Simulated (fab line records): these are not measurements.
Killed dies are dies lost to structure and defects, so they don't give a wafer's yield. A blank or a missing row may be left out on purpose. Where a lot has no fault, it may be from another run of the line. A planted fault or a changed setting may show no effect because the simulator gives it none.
The same fault as seen by 2 desks | flow gf180mcu | each desk has only its own numbers; what lay behind them comes last

== THE TOOL OWNER'S DESK: hdpcvd-01 ==
The tool's own readings at GF_V5_CVD_00 (deposits SiO2, target thk 300 nm, time 50 s): means of the sampled wafers that have a number, for each lot that ran on this tool. Marked OUT: a lot whose mean sits more than 4 standard deviations from the usual mean, which makes it out of limits; the brackets give that distance.
Columns: A = sih4_flow_sccm at GF_V5_CVD_00, usual 59.97 sccm
lot  | first seen here | A
L804 | day 26 03:42    | 59.95
L805 | day 26 12:35    | 59.96
L807 | day 27 05:44    | 59.96
L809 | day 27 22:40    | 60.00
L811 | day 28 14:23    | 50.98 (-50) OUT
L812 | day 28 23:14    | 50.86 (-51) OUT
L823 | day 31 19:01    | 59.91
L822 | day 31 19:58    | 60.03
L826 | day 32 12:01    | 60.09
This desk's finding: out of limits on L811, L812; first on L811, day 28 14:23 (sih4_flow_sccm at GF_V5_CVD_00). In limits: L804, L805, L807, L809, L823, L822, L826.

== METROLOGY DESK ==
Lot by lot, what the gauges showed, no matter which tool ran the lot: averages of those sampled wafers that carry a number. Marked OUT: a lot whose mean sits more than 4 standard deviations from the usual mean, which makes it out of limits; the brackets give that distance.
Columns: A = cd_nm at GF_M5_CD_MEAS_07, usual 279.8 nm; B = V5_CVD_00_THK at GF_V5_THK_MEAS_01, usual 301 nm; C = cd_nm at GF_V5_CD_MEAS_14, usual 260.0 nm
lot  | first seen here | A     | B             | C
L804 | day 26 02:47    | 278.3 | 301           | 260.0
L805 | day 26 11:45    | 279.6 | 302           | 260.0
L807 | day 27 04:55    | 279.4 | 304           | 259.7
L809 | day 27 21:31    | 278.3 | 304           | 260.2
L811 | day 28 13:33    | 280.5 | 258 (-12) OUT | 260.9
L812 | day 28 22:26    | 280.3 | 259 (-12) OUT | 259.7
L819 | day 30 21:06    | 279.8 | 298           | 258.9
L821 | day 31 09:42    | 279.5 | 304           | 261.0
L823 | day 31 18:12    | 280.4 | 299           | 260.3
L822 | day 31 19:09    | 281.1 | 302           | 260.9
L824 | day 32 01:30    | 281.0 | 299           | 258.3
L825 | day 32 07:33    | 279.4 | 300           | 261.6
L826 | day 32 11:14    | 281.9 | 302           | 257.9
Finding of this desk: L811, L812 out of limits, first seen on L811 at day 28 14:25 (V5_CVD_00_THK at GF_V5_THK_MEAS_01). In limits: L804, L805, L807, L809, L819, L821, L823, L822, L824, L825, L826.

== TAKEN TOGETHER ==
On L811, L812, at day 28 14:23, an alarm was possible from the tool owner's desk.
At day 28 14:25 the metrology desk could have sounded an alarm, on L811, L812.
Every lot named ran GF_V5_CVD_00 on hdpcvd-01.

== WHAT HAD BEEN PUT IN BY THE SIMULATOR ==
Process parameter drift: hdpcvd-01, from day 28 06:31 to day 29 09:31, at GF_V5_CVD_00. From 60, the setting sih4_flow_sccm moved by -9. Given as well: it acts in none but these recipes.
Struck lots among those shown: L811, L812.
Fault start to first reading out of limits, in hours, per desk: tool owner, 8; metrology, 8.
